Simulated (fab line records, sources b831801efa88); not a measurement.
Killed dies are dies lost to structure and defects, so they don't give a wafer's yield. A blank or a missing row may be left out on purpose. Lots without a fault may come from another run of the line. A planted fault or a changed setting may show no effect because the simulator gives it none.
Chamber matching | flow gf180mcu | GF_V1_CMP_04 on cmp-02: 4 sister chambers
The step polishes SiO2. 4 wafers are shown with their chamber, then 6 later ones without.

WAFERS WITH THEIR CHAMBER
wafer  | chamber | time_to_endpoint_s (s)
L756.5 | 0       | 81
L757.1 | 2       | 81
L759.4 | 3       | 75
L759.5 | 1       | 83

WAFERS WITHOUT THEIR CHAMBER
wafer  | time_to_endpoint_s (s)
L762.2 | 78
L762.5 | 68
L762.6 | 82
L766.2 | 71
L766.3 | 63
L766.6 | 71

WHICH CHAMBER EACH WENT THROUGH
wafer  | from the rows above               | in truth
L762.2 | can't be placed: 0 or 2 or 3 or 1 | 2
L762.5 | can't be placed: 3 or 0 or 2 or 1 | 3
L762.6 | can't be placed: 0 or 1 or 2 or 3 | 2
L766.2 | can't be placed: 3 or 0 or 2 or 1 | 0
L766.3 | can't be placed: 3 or 0 or 2 or 1 | 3
L766.6 | can't be placed: 3 or 0 or 2 or 1 | 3
Placed correctly: 0 of 6. Can't be placed from these rows: 6 (the true chamber is among the candidates in 6). Placed wrongly: 0.
How it was worked out, from the rows above alone: a wafer's distance from a chamber is the root of the sum, over the readings, of the square of ((its reading less the chamber's mean) divided by the reading's scatter). The wafer belongs to the nearest chamber; if the next one is less than 2 further off, it can't be placed. A chamber's mean is the mean of its shown wafers. The scatter: with one shown wafer a chamber, the root of the mean of the squares of how far each hidden wafer lies from its nearest shown one.
